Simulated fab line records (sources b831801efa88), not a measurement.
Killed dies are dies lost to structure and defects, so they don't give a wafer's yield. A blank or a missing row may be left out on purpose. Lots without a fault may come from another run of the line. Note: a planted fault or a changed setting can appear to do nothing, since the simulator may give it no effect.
fab line records -- flow sky130
record: lots: 7, wafers: 21, lastDay: 50
route steps=708 shown VT_ADJUST_HVTR@139 VT_ADJUST_PCH@143 PAD_OPEN@708
lots that met no fault: taken from a fault-free run of the same line
startH: the number of hours between the record's first day and the start of the first shown wafer of the lot -- waitH: how many hours have passed since the lot's step before this one -- " the same as in the row above -- L1.1+2: one row covering several wafers at once -- - no value present, or no start provided -- * or withheld: withheld -- < > ~ a bound
route shown NAME@n: NAME is a module with steps in the file, n the number in the route of the first one -- usual: mean/standard deviation taken from wafers without a fault -- same: alike in all rows -- chamber/n: place in a boat -- sites: each site's reading -- _std_site: how widely they spread, as a standard deviation -- _edge_site: the outer-site mean with the inner-site mean subtracted -- radiusMm: how far each site lies from the wafer's centre -- mask NAME#n: copy n -- behind: tool/chamber where the wafer was last shaped -- hold: reason for holding the lot/hours on hold/outcome of the hold -- device: the n, p or np transistor that did not switch -- end of line: the same wafers' tests at the end of the route -- where a step has no rows: the recipe by itself -- killed: the dies lost at the first sort to structure and to defects; this is not the yield of the wafer -- map: a wafer's dies, marking killed ones x, the rest . and places with no die _
set.NAME: the run value of the setting; set.NAME@STEP: its run value at that earlier step -- model.NAME: the simulator's own value behind a step, which no gauge read
certain route steps with their lots: each step a table, each wafer a row
services: a tool's chamber out of use, with start hour (startH, from the record's first day; less than 0 if before it), hours out, and reason
== steps ==
step: SKY_VT_ADJUST_HVTR_OVL_MEAS_08
usual: VT_ADJUST_HVTR_OVL: -0.7/1.5
lot.wafer,tool,chamber,startH,waitH,VT_ADJUST_HVTR_OVL[nm]
L209.2,overlay-02,-,222.71,0.1,0.3
L209.3,overlay-02,-,222.71,0.1,0.3
L209.6,overlay-02,-,222.71,0.1,-0.6
L212.1,overlay-01,-,235.07,0.1,1.3
L212.2,overlay-01,-,235.07,0.1,0.1
L212.6,overlay-01,-,235.07,0.1,-0.3
L221.2,overlay-01,-,305.51,0.1,0.2
L221.4,overlay-01,-,305.51,0.1,0.2
L221.5,overlay-01,-,305.51,0.1,0.5
L223.2,overlay-02,-,316.31,0.1,-2.9
L223.3,overlay-02,-,316.31,0.1,-1.7
L223.5,overlay-02,-,316.31,0.1,-2.6
L224.1,overlay-01,-,319.20,0.1,-2.1
L224.5,overlay-01,-,319.20,0.1,-3.0
L224.6,overlay-01,-,319.20,0.1,-2.0
L225.2,overlay-02,-,323.52,0.1,-0.9
L225.5,overlay-02,-,323.52,0.1,-0.6
L225.6,overlay-02,-,323.52,0.1,0.3
L227.2,overlay-01,-,338.56,0.1,-1.4
L227.4,overlay-01,-,338.56,0.1,-2.9
L227.5,overlay-01,-,338.56,0.1,-1.7
step: SKY_VT_ADJUST_HVTR_IMPLANT_09
recipe: species: B, energyKev: 10, doseCm2: 2.1e+12, tiltDeg: withheld
step: SKY_VT_ADJUST_HVTR_STRIP_10
recipe: chemistry: O2/N2, powerW: 1400, pressureMtorr: 1500, platenTempC: withheld, o2FlowSccm: 3000, n2FlowSccm: 300, overashFraction: 0.5
usual: drypumpMotorCurrentA: 5.7/0.41, oesProductAu: 0.716/0.0044, stripTimeToEndpointS: 14.17/0.044
lot.wafer,tool,chamber,startH,waitH,drypumpMotorCurrentA,oesProductAu,rfHoursCounterH,stripTimeToEndpointS
L209.2,plasmaAsher-03,1,222.89,0.1,5.6,0.718,39,14.17
L209.3,plasmaAsher-03,0,222.89,0.1,5.7,0.712,-,14.18
L209.6,plasmaAsher-03,0,222.89,0.1,5.7,0.716,-,14.20
L212.1,plasmaAsher-03,1,235.26,0.1,5.6,0.716,40,14.09
L212.2,plasmaAsher-03,0,235.26,0.1,5.7,0.717,40,14.14
L212.6,plasmaAsher-03,0,235.26,0.1,5.7,0.710,-,14.14
L221.2,plasmaAsher-01,0,305.69,0.1,5.0,0.717,61,14.12
L221.4,plasmaAsher-01,0,305.69,0.1,5.0,0.717,-,14.08
L221.5,plasmaAsher-01,0,305.69,0.1,5.0,0.720,-,14.10
L223.2,plasmaAsher-03,0,316.49,0.1,5.7,0.715,48,14.15
L223.3,plasmaAsher-03,1,316.49,0.1,5.7,0.711,-,14.15
L223.5,plasmaAsher-03,0,316.49,0.1,5.7,0.724,-,14.17
L224.1,plasmaAsher-02,0,319.54,0.2,5.7,0.717,18,14.12
L224.5,plasmaAsher-02,0,319.54,0.2,5.7,0.712,-,14.14
L224.6,plasmaAsher-02,1,319.54,0.2,6.3,0.721,-,14.15
L225.2,plasmaAsher-01,1,323.70,0.1,5.7,0.712,63,14.22
L225.5,plasmaAsher-01,0,323.70,0.1,5.0,0.719,-,14.22
L225.6,plasmaAsher-01,1,323.70,0.1,5.7,0.712,-,14.21
L227.2,plasmaAsher-03,1,338.74,0.1,5.6,0.719,51,14.16
L227.4,plasmaAsher-03,0,338.74,0.1,5.6,0.715,-,14.23
L227.5,plasmaAsher-03,1,338.74,0.1,5.6,0.718,-,14.21
step: SKY_VT_ADJUST_HVTR_TW_MEAS_11
usual: VT_ADJUST_HVTR_TW: 212.3/0.89
lot.wafer,tool,chamber,startH,waitH,VT_ADJUST_HVTR_TW
L209.2,filmMetro-02,-,223.00,0.1,214.4
L209.3,filmMetro-02,-,223.00,0.1,213.2
L209.6,filmMetro-02,-,223.00,0.1,213.2
L212.1,filmMetro-01,-,235.36,0.1,211.6
L212.2,filmMetro-01,-,235.36,0.1,211.7
L212.6,filmMetro-01,-,235.36,0.1,211.6
L221.2,filmMetro-01,-,305.80,0.1,211.6
L221.4,filmMetro-01,-,305.80,0.1,211.0
L221.5,filmMetro-01,-,305.80,0.1,211.5
L223.2,filmMetro-04,-,316.60,0.1,211.6
L223.3,filmMetro-04,-,316.60,0.1,211.5
L223.5,filmMetro-04,-,316.60,0.1,213.0
L224.1,filmMetro-01,-,319.64,0.1,212.6
L224.5,filmMetro-01,-,319.64,0.1,211.6
L224.6,filmMetro-01,-,319.64,0.1,212.9
L225.2,filmMetro-04,-,323.81,0.1,212.2
L225.5,filmMetro-04,-,323.81,0.1,212.8
L225.6,filmMetro-04,-,323.81,0.1,213.0
L227.2,filmMetro-01,-,338.85,0.1,212.5
L227.4,filmMetro-01,-,338.85,0.1,213.1
L227.5,filmMetro-01,-,338.85,0.1,212.4
step: SKY_VT_ADJUST_PCH_DEHYDRATE_00
recipe: tempC: 200, timeS: 60
step: SKY_VT_ADJUST_PCH_HMDS_01
recipe: primeTimeS: 60, primeTempC: 120
step: SKY_VT_ADJUST_PCH_COAT_02
recipe: spinRpm: 2000, resistThkNm: 3000
step: SKY_VT_ADJUST_PCH_SOFTBAKE_03
recipe: tempC: 110, timeS: withheld
step: SKY_VT_ADJUST_PCH_EXPOSE_04
recipe: maskId: NWM, na: 0.6, sourceShape: conventional, sigmaOuter: 0.6, polarization: unpolarized, targetCdNm: 840, doseMj: 255
step: SKY_VT_ADJUST_PCH_PEB_05
recipe: tempC: 115, timeS: withheld
step: SKY_VT_ADJUST_PCH_DEVELOP_06
recipe: wallAngleDeg: 90, developer: TMAH, developTimeS: 60, devTempC: 23
step: SKY_VT_ADJUST_PCH_OVL_MEAS_07
usual: VT_ADJUST_PCH_OVL: -0.3/1.4
lot.wafer,tool,chamber,startH,waitH,VT_ADJUST_PCH_OVL[nm]
L209.2,overlay-02,-,245.66,-,2.1
L209.3,overlay-02,-,245.66,-,1.6
L209.6,overlay-02,-,245.66,-,0.4
L212.1,overlay-02,-,258.80,-,0.1
L212.2,overlay-02,-,258.80,-,0.0
L212.6,overlay-02,-,258.80,-,0.8
L221.2,overlay-02,-,332.16,-,-1.2
L221.4,overlay-02,-,332.16,-,0.1
L221.5,overlay-02,-,332.16,-,-0.8
L223.2,overlay-01,-,343.25,-,0.7
L223.3,overlay-01,-,343.25,-,0.3
L223.5,overlay-01,-,343.25,-,1.9
L224.1,overlay-02,-,346.35,-,-1.3
L224.5,overlay-02,-,346.35,-,0.1
L224.6,overlay-02,-,346.35,-,-0.9
L225.2,overlay-01,-,351.45,-,-1.0
L225.5,overlay-01,-,351.45,-,-0.5
L225.6,overlay-01,-,351.45,-,-0.5
L227.2,overlay-02,-,366.95,-,-1.0
L227.4,overlay-02,-,366.95,-,-1.9
L227.5,overlay-02,-,366.95,-,-1.7
step: SKY_VT_ADJUST_PCH_IMPLANT_08
recipe: species: B, energyKev: 10.06, doseCm2: 5e+11, tiltDeg: withheld
usual: beamOnS: 9.99/0.19, doseIonsCm2: 5e+11/5.5e+08, faradayCurrentUA: 2.82/0.053
lot.wafer,tool,chamber,startH,waitH,beamOnS,doseIonsCm2,faradayCurrentUA
L209.2,implanter-01,0,245.71,0.0,10.10,5.007e+11,2.79
L209.3,implanter-01,0,245.71,0.0,10.38,5.006e+11,2.72
L209.6,implanter-01,0,245.71,0.0,9.85,5.004e+11,2.86
L212.1,implanter-03,0,258.84,0.0,9.75,4.999e+11,2.88
L212.2,implanter-03,0,258.84,0.0,9.78,4.999e+11,2.89
L212.6,implanter-03,0,258.84,0.0,10.23,5.001e+11,2.74
L221.2,implanter-01,0,332.21,0.0,10.08,4.995e+11,2.79
L221.4,implanter-01,0,332.21,0.0,9.93,4.994e+11,2.83
L221.5,implanter-01,0,332.21,0.0,9.82,5.002e+11,2.86
L223.2,implanter-03,0,343.31,0.0,10.00,1.973e+11,1.11
L223.3,implanter-03,0,343.31,0.0,10.31,1.971e+11,1.08
L223.5,implanter-03,0,343.31,0.0,9.83,1.978e+11,1.14
L224.1,implanter-03,0,346.39,0.0,9.99,1.968e+11,1.12
L224.5,implanter-03,0,346.39,0.0,9.95,1.971e+11,1.12
L224.6,implanter-03,0,346.39,0.0,10.24,1.969e+11,1.09
L225.2,implanter-03,0,351.51,0.0,10.16,1.984e+11,1.10
L225.5,implanter-03,0,351.51,0.0,10.11,1.976e+11,1.10
L225.6,implanter-03,0,351.51,0.0,9.71,1.975e+11,1.15
L227.2,implanter-01,0,367.01,0.0,9.48,5e+11,2.96
L227.4,implanter-01,0,367.01,0.0,10.30,5e+11,2.74
L227.5,implanter-01,0,367.01,0.0,9.79,4.998e+11,2.89
step: SKY_VT_ADJUST_PCH_STRIP_09
recipe: chemistry: O2/N2, powerW: 1400, pressureMtorr: 1500, platenTempC: withheld, o2FlowSccm: 3000, n2FlowSccm: 300, overashFraction: 0.5
usual: drypumpMotorCurrentA: 5.6/0.33, oesProductAu: 0.722/0.0043, stripTimeToEndpointS: 36.92/0.12
lot.wafer,tool,chamber,startH,waitH,drypumpMotorCurrentA,oesProductAu,rfHoursCounterH,stripTimeToEndpointS
L209.2,plasmaAsher-01,1,245.84,0.1,5.7,0.721,55,36.91
L209.3,plasmaAsher-01,0,245.84,0.1,5.0,0.720,-,36.96
L209.6,plasmaAsher-01,0,245.84,0.1,5.0,0.720,-,36.85
L212.1,plasmaAsher-03,1,258.99,0.1,5.6,0.718,43,36.75
L212.2,plasmaAsher-03,0,258.99,0.1,5.7,0.720,43,36.73
L212.6,plasmaAsher-03,1,258.99,0.1,5.6,0.723,-,36.85
L221.2,plasmaAsher-03,1,332.34,0.1,5.6,0.719,50,37.13
L221.4,plasmaAsher-03,0,332.34,0.1,5.7,0.721,-,37.09
L221.5,plasmaAsher-03,1,332.34,0.1,5.6,0.721,-,37.05
L223.2,plasmaAsher-03,0,343.43,0.1,5.7,0.726,51,36.87
L223.3,plasmaAsher-03,0,343.43,0.1,5.7,0.717,-,36.77
L223.5,plasmaAsher-03,1,343.43,0.1,5.6,0.725,-,36.90
L224.1,plasmaAsher-03,1,346.54,0.1,5.6,0.728,51,37.06
L224.5,plasmaAsher-03,1,346.54,0.1,5.6,0.721,-,37.02
L224.6,plasmaAsher-03,0,346.54,0.1,5.7,0.718,-,36.94
L225.2,plasmaAsher-01,0,351.63,0.1,5.0,0.725,65,36.94
L225.5,plasmaAsher-01,0,351.63,0.1,5.0,0.724,-,36.90
L225.6,plasmaAsher-01,1,351.63,0.1,5.7,0.723,-,36.92
L227.2,plasmaAsher-01,1,367.13,0.1,5.7,0.725,66,37.03
L227.4,plasmaAsher-01,0,367.13,0.1,5.0,0.729,-,37.07
L227.5,plasmaAsher-01,0,367.13,0.1,5.0,0.721,-,37.04
step: SKY_VT_ADJUST_PCH_TW_MEAS_10
usual: VT_ADJUST_PCH_TW: 143.6/1.4
lot.wafer,tool,chamber,startH,waitH,hold,VT_ADJUST_PCH_TW
L209.2,filmMetro-03,-,245.95,0.1,-,141.8
L209.3,filmMetro-03,-,245.95,0.1,-,140.9
L209.6,filmMetro-03,-,245.95,0.1,-,141.2
L212.1,filmMetro-02,-,259.09,0.1,-,145.2
L212.2,filmMetro-02,-,259.09,0.1,-,143.8
L212.6,filmMetro-02,-,259.09,0.1,-,144.8
L221.2,filmMetro-02,-,332.45,0.1,-,143.6
L221.4,filmMetro-02,-,332.45,0.1,-,143.4
L221.5,filmMetro-02,-,332.45,0.1,-,142.9
L223.2,filmMetro-04,-,343.54,0.1,awaitDispo/0.2h/release,115.4
L223.3,filmMetro-04,-,343.54,0.1,awaitDispo/0.2h/release,114.2
L223.5,filmMetro-04,-,343.54,0.1,awaitDispo/0.2h/release,114.7
L223.2,filmMetro-04,-,343.77,0.2,-,114.6
L223.3,filmMetro-04,-,343.77,0.2,-,114.6
L223.5,filmMetro-04,-,343.77,0.2,-,114.3
L224.1,filmMetro-04,-,346.64,0.1,awaitDispo/0.2h/release,114.2
L224.5,filmMetro-04,-,346.64,0.1,awaitDispo/0.2h/release,114.1
L224.6,filmMetro-04,-,346.64,0.1,awaitDispo/0.2h/release,115.0
L224.1,filmMetro-04,-,346.87,0.2,-,114.8
L224.5,filmMetro-04,-,346.87,0.2,-,115.2
L224.6,filmMetro-04,-,346.87,0.2,-,114.7
L225.2,filmMetro-02,-,351.74,0.1,awaitDispo/0.2h/release,115.5
L225.5,filmMetro-02,-,351.74,0.1,awaitDispo/0.2h/release,114.7
L225.6,filmMetro-02,-,351.74,0.1,awaitDispo/0.2h/release,114.7
L225.2,filmMetro-02,-,351.97,0.2,-,114.9
L225.5,filmMetro-02,-,351.97,0.2,-,115.3
L225.6,filmMetro-02,-,351.97,0.2,-,114.6
L227.2,filmMetro-04,-,367.24,0.1,-,144.2
L227.4,filmMetro-04,-,367.24,0.1,-,144.5
L227.5,filmMetro-04,-,367.24,0.1,-,144.5
step: SKY_PAD_OPEN_PROBE_99
usual: killed_at_M0_to_M3: 43/7.5, killed_at_M4_up: 3.2/1.9, killedAtContacts: 24/5.6, killedAtFrontEnd: 15/4.8, killedAtOther: 0.2/0.54, killedDies: 86/11, killedOpen: 47/7.6, killedShort: 39/7.1
same: grossDies: 492, killedAtBackSide: 0
lot.wafer,tool,chamber,startH,waitH,killed_at_M0_to_M3,killed_at_M4_up,killedAtContacts,killedAtFrontEnd,killedAtOther,killedDies,killedOpen,killedShort,model.etest.nfet_16v.rOnOhmUm,model.etest.pfetG5v0d10v5.rOnOhmUm,model.etest.pfetG5v0d10v5.driveUaUm,model.etest.pfet_01v8_lvt.driveUaUm,model.etest.pfet_16v.driveUaUm,model.etest.pfet_01v8_lvt.offLog10AUm,model.etest.pfetG5v0d10v5.offLog10AUm,model.etest.ring_5v.delayPs
L209.2,prober-01,-,1108.43,0.1,33,6,14,7,3,63,29,34,1.406e+04,4724,345.6,172.4,252.7,-9.039,-12.65,44.9
L209.3,prober-01,-,1108.48,0.2,43,4,21,13,1,82,48,34,1.403e+04,4792,338.8,171,255.5,-9.034,-12.77,44.66
L209.6,prober-01,-,1108.63,0.2,39,3,21,7,1,71,38,33,1.418e+04,4784,340.8,170.4,248.7,-9.045,-12.84,44.78
L212.1,prober-02,-,1118.55,0.1,46,2,33,13,0,94,55,39,1.4e+04,4729,346.1,171.7,245.4,-9.026,-12.44,44.62
L212.2,prober-02,-,1118.60,0.1,47,5,19,14,0,85,46,39,1.419e+04,4799,338.5,170.4,241.5,-8.926,-12.57,45.37
L212.6,prober-02,-,1118.80,0.2,39,6,31,17,1,94,54,40,1.408e+04,4779,340,170.2,241.5,-8.96,-12.51,45.16
L221.2,prober-01,-,1174.47,0.1,39,2,31,8,0,80,49,31,1.381e+04,4749,339.1,174.6,248.8,-9.209,-12.6,44.09
L221.4,prober-01,-,1174.57,0.2,43,3,34,20,0,100,54,46,1.4e+04,4790,338.1,171.6,248,-9.009,-12.87,44.49
L221.5,prober-01,-,1174.62,0.2,57,2,25,10,1,95,55,40,1.386e+04,4710,347.7,174.7,248.3,-9.034,-12.4,44
L223.2,prober-02,-,1177.59,0.1,28,5,24,11,0,68,34,34,1.368e+04,4898,328.4,162.8,235.3,-9.896,-13.53,45.44
L223.3,prober-02,-,1177.64,0.2,38,1,21,17,1,78,33,45,1.35e+04,4949,323.5,162.2,239,-9.902,-13.52,45.39
L223.5,prober-02,-,1177.74,0.2,39,6,19,18,0,82,42,40,1.356e+04,4846,336.1,166.3,237.8,-9.721,-13.46,45.06
L224.1,prober-01,-,1180.75,0.1,51,1,22,11,0,85,45,40,1.349e+04,4783,337.1,165.6,241.1,-9.745,-13.45,44.69
L224.5,prober-01,-,1180.95,0.2,63,3,32,13,0,111,64,47,1.369e+04,4853,334.8,163.1,239,-9.903,-13.42,45.4
L224.6,prober-01,-,1181.00,0.2,60,2,26,10,0,98,48,50,1.355e+04,4774,338.3,165.7,241.8,-9.761,-13.55,44.7
L225.2,prober-02,-,1185.35,0.1,40,4,12,18,0,74,44,30,1.393e+04,4968,320.3,163.5,234,-10.22,-13.64,45.93
L225.5,prober-02,-,1185.50,0.2,45,1,21,10,0,77,50,27,1.387e+04,4889,324.8,164.9,233.4,-10.31,-13.52,45.57
L225.6,prober-02,-,1185.55,0.2,34,2,31,25,1,93,51,42,1.397e+04,4969,319.5,164.9,233.5,-10.35,-13.63,46.37
L227.2,prober-02,-,1193.16,0.1,36,2,32,22,0,92,36,56,1.367e+04,4822,338.9,170.9,245.9,-9.26,-12.81,44.94
L227.4,prober-02,-,1193.26,0.2,34,5,36,17,0,92,54,38,1.375e+04,4786,339.6,172.3,249.1,-8.873,-12.79,44.56
L227.5,prober-02,-,1193.31,0.2,41,2,25,24,2,94,46,48,1.364e+04,4685,344.3,174.8,248.9,-8.87,-12.52,44.93
killed by level:class
L209.2 VIA1:geometricParticle:open=9 METAL1:geometricParticle:short=6 LI_CONTACT:geometricParticle:open=4 CONTACT:geometricParticle:short=4 METAL2:geometricParticle:short=4 METAL4:geometricParticle:short=4 METAL3:geometricParticle:short=4 CONTACT:geometricParticle:open=3
L209.3 VIA1:geometricParticle:open=11 CONTACT:geometricParticle:open=10 VIA3:geometricParticle:open=7 VIA2:geometricParticle:open=6 CONTACT:geometricParticle:short=5 METAL3:geometricParticle:short=5 FIELD_ISO:geometricParticle:open=4 POLY_GATE:geometricParticle:open=4
L209.6 VIA1:geometricParticle:open=16 LI_CONTACT:geometricParticle:open=7 CONTACT:geometricParticle:open=7 METAL2:geometricParticle:short=6 VIA2:geometricParticle:open=5 VIA1:geometricParticle:short=5 LOCAL_INTERCONNECT:geometricParticle:short=4 CONTACT:geometricParticle:short=3
L212.1 CONTACT:geometricParticle:open=15 VIA1:geometricParticle:open=10 VIA2:geometricParticle:open=8 LI_CONTACT:geometricParticle:open=7 CONTACT:geometricParticle:short=7 METAL2:geometricParticle:short=6 METAL1:geometricParticle:short=6 FIELD_ISO:geometricParticle:short=4
L212.2 VIA2:geometricParticle:open=10 CONTACT:geometricParticle:open=8 VIA1:geometricParticle:open=8 VIA1:geometricParticle:short=7 FIELD_ISO:geometricParticle:open=5 METAL2:geometricParticle:short=5 METAL3:geometricParticle:short=5 VIA3:geometricParticle:open=4
L212.6 LI_CONTACT:geometricParticle:open=11 VIA1:geometricParticle:open=9 CONTACT:geometricParticle:open=9 VIA3:geometricParticle:open=7 METAL4:geometricParticle:short=6 FIELD_ISO:geometricParticle:open=4 VIA2:geometricParticle:open=4 CONTACT:geometricParticle:short=4
L221.2 CONTACT:geometricParticle:open=13 VIA1:geometricParticle:open=13 CONTACT:geometricParticle:short=9 LI_CONTACT:geometricParticle:open=6 VIA3:geometricParticle:open=5 VIA2:geometricParticle:open=4 VIA1:geometricParticle:short=4 METAL2:geometricParticle:short=3
L221.4 CONTACT:geometricParticle:open=20 VIA1:geometricParticle:short=10 VIA1:geometricParticle:open=8 METAL2:geometricParticle:short=8 VIA2:geometricParticle:open=7 FIELD_ISO:geometricParticle:open=5 LI_CONTACT:geometricParticle:open=5 FIELD_ISO:geometricParticle:short=4
L221.5 VIA1:geometricParticle:open=12 VIA1:geometricParticle:short=10 VIA3:geometricParticle:open=9 VIA2:geometricParticle:open=8 CONTACT:geometricParticle:open=8 METAL2:geometricParticle:short=7 LI_CONTACT:geometricParticle:open=5 CONTACT:geometricParticle:short=5
L223.2 LOCAL_INTERCONNECT:geometricParticle:short=7 CONTACT:geometricParticle:open=7 VIA1:geometricParticle:open=6 CONTACT:geometricParticle:short=5 METAL1:geometricParticle:short=5 VIA3:geometricParticle:open=5 SPACER:geometricParticle:open=4 POLY_GATE:geometricParticle:open=3
L223.3 LI_CONTACT:geometricParticle:open=11 METAL2:geometricParticle:short=9 POLY_GATE:geometricParticle:short=8 VIA1:geometricParticle:open=6 METAL1:geometricParticle:short=5 LOCAL_INTERCONNECT:geometricParticle:short=4 CONTACT:geometricParticle:open=4 VIA1:geometricParticle:short=4
L223.5 VIA2:geometricParticle:open=9 VIA3:geometricParticle:open=7 POLY_GATE:geometricParticle:open=6 CONTACT:geometricParticle:short=5 CONTACT:geometricParticle:open=5 METAL4:geometricParticle:short=5 METAL2:geometricParticle:short=5 METAL3:geometricParticle:short=5
L224.1 VIA1:geometricParticle:open=12 METAL1:geometricParticle:short=9 LOCAL_INTERCONNECT:geometricParticle:short=6 CONTACT:geometricParticle:open=6 LI_CONTACT:geometricParticle:open=6 VIA2:geometricParticle:open=6 VIA3:geometricParticle:short=6 VIA2:geometricParticle:short=4
L224.5 CONTACT:geometricParticle:open=14 VIA1:geometricParticle:open=13 VIA2:geometricParticle:open=10 VIA3:geometricParticle:open=9 METAL1:geometricParticle:short=7 LI_CONTACT:geometricParticle:open=7 METAL2:geometricParticle:short=5 VIA3:geometricParticle:short=5
L224.6 VIA1:geometricParticle:open=12 LI_CONTACT:geometricParticle:open=8 VIA2:geometricParticle:short=8 METAL2:geometricParticle:short=8 METAL1:geometricParticle:short=7 LOCAL_INTERCONNECT:geometricParticle:short=6 VIA3:geometricParticle:open=6 FIELD_ISO:geometricParticle:open=5
L225.2 VIA1:geometricParticle:open=14 VIA2:geometricParticle:open=9 METAL1:geometricParticle:short=6 POLY_GATE:geometricParticle:short=5 LI_CONTACT:geometricParticle:open=5 FIELD_ISO:geometricParticle:short=4 METAL2:geometricParticle:short=4 VIA3:geometricParticle:open=4
L225.5 VIA2:geometricParticle:open=9 CONTACT:geometricParticle:open=8 VIA1:geometricParticle:open=8 LI_CONTACT:geometricParticle:open=7 METAL1:geometricParticle:short=7 METAL2:geometricParticle:short=7 VIA3:geometricParticle:open=6 FIELD_ISO:geometricParticle:open=4
L225.6 CONTACT:geometricParticle:open=10 VIA1:geometricParticle:open=9 FIELD_ISO:geometricParticle:short=7 FIELD_ISO:geometricParticle:open=7 POLY_GATE:geometricParticle:short=5 LI_CONTACT:geometricParticle:short=5 LI_CONTACT:geometricParticle:open=5 CONTACT:geometricParticle:short=5
L227.2 CONTACT:geometricParticle:open=11 METAL2:geometricParticle:short=8 FIELD_ISO:geometricParticle:short=7 LI_CONTACT:geometricParticle:open=7 VIA1:geometricParticle:open=7 POLY_GATE:geometricParticle:short=6 LI_CONTACT:geometricParticle:short=5 CONTACT:geometricParticle:short=5
L227.4 CONTACT:geometricParticle:open=12 LI_CONTACT:geometricParticle:open=11 VIA1:geometricParticle:open=9 VIA3:geometricParticle:open=8 VIA1:geometricParticle:short=6 FIELD_ISO:geometricParticle:open=5 LOCAL_INTERCONNECT:geometricParticle:short=5 CONTACT:geometricParticle:short=5
L227.5 CONTACT:geometricParticle:open=8 LI_CONTACT:geometricParticle:open=7 VIA1:geometricParticle:open=7 METAL1:geometricParticle:short=6 POLY_GATE:geometricParticle:open=6 POLY_GATE:geometricParticle:short=6 FIELD_ISO:geometricParticle:open=5 METAL2:geometricParticle:short=5
== services ==
tool,chamber,startH,hours,kind
implanter-03,-,208.10,2.1,repair
implanter-01,-,227.52,10.2,repair
implanter-03,-,243.46,0.7,repair
plasmaAsher-01,-,247.29,0.4,repair
plasmaAsher-03,-,250.99,3.5,repair
implanter-03,-,255.02,3.5,repair
plasmaAsher-02,-,258.90,4.5,repair
implanter-03,-,267.63,3.1,repair
implanter-01,-,290.38,4.5,repair
implanter-01,-,306.59,4.3,pm
== key ==
firstSign: step: SKY_VT_ADJUST_PCH_IMPLANT_08, reading: doseIonsCm2, direction: down, sigmas: 99+, usual: *, struck: *
effect: step: SKY_VT_ADJUST_PCH_IMPLANT_08, reading: faradayCurrentUA, direction: down, sigmas: 32, usual: 2.82, struck: 1.11
effect: step: SKY_VT_ADJUST_PCH_TW_MEAS_10, reading: visit, direction: added
effect: step: SKY_VT_ADJUST_PCH_TW_MEAS_10, reading: VT_ADJUST_PCH_TW, direction: down, sigmas: 21, usual: 143.6, struck: 114.7
modelEffect: step: SKY_PAD_OPEN_PROBE_99, value: etest.nfet_16v.rOnOhmUm, without: 1.405e+04, struck: 1.369e+04
metAt SKY_VT_ADJUST_PCH_IMPLANT_08
struckWafers L223.2,L223.3,L223.5,L224.1,L224.5,L224.6,L225.2,L225.5,L225.6
testerLeftOut L223,L224,L225
onsetBetween 258.84 343.31
fault: kind: processParameterDrift, tool: implanter-03, chamber: -, onsetH: 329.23, steps: SKY_VT_ADJUST_PCH_IMPLANT_08, channel: doseCm2, offset: *, shape: step, endH: 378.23, actsIn: *, stated: *
testerLeftOut: of these lots the tester's yield and bins aren't shown, on N5 and GAA mostly nor the transistor test; their killed dies are dies lost to structure and defects alone, not to doping, threshold or leakage, so they don't give the yield
